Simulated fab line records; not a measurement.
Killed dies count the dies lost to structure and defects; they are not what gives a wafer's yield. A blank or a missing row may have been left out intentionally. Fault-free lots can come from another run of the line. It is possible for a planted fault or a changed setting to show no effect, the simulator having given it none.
Matching of chambers | flow gf180mcu | rie_diel-01 running GF_V1_ETCH_16: 4 sister chambers
The step etches BARC in N2/H2. 4 wafers are shown with their chamber, then 8 later ones without.

== WAFERS, EACH WITH ITS CHAMBER ==
wafer  | chamber | drypump_motor_current_A (A)
L086.6 | 3       | 5.34
L087.4 | 0       | 5.70
L087.6 | 1       | 5.31
L091.1 | 2       | 5.56

== WAFERS WHOSE CHAMBER IS MISSING ==
wafer  | drypump_motor_current_A (A)
L091.2 | 5.33
L091.3 | 5.34
L093.2 | 5.37
L093.5 | 5.77
L093.6 | 5.36
L095.1 | 5.34
L095.2 | 5.38
L095.4 | 5.56

== EACH ONE'S CHAMBER ==
wafer  | from the rows above     | in truth
L091.2 | can't be placed: 3 or 1 | 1
L091.3 | can't be placed: 3 or 1 | 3
L093.2 | can't be placed: 3 or 1 | 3
L093.5 | 0                       | 0
L093.6 | can't be placed: 3 or 1 | 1
L095.1 | can't be placed: 3 or 1 | 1
L095.2 | can't be placed: 3 or 1 | 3
L095.4 | 2                       | 2
Correctly placed: 2 of 8. Unplaceable from these rows: 6, with the true chamber sitting among the candidates in 6. Wrongly placed: 0.
How it was worked out, from the rows above alone: a wafer's distance from a chamber is the root of the sum, over the readings, of the square of ((its reading less the chamber's mean) divided by the reading's scatter). The wafer belongs to the nearest chamber; if the next one is less than 2 further off, it can't be placed. Each chamber's mean is taken over the wafers shown for it. The scatter: with one shown wafer a chamber, the root of the mean of the squares of how far each hidden wafer lies from its nearest shown one.
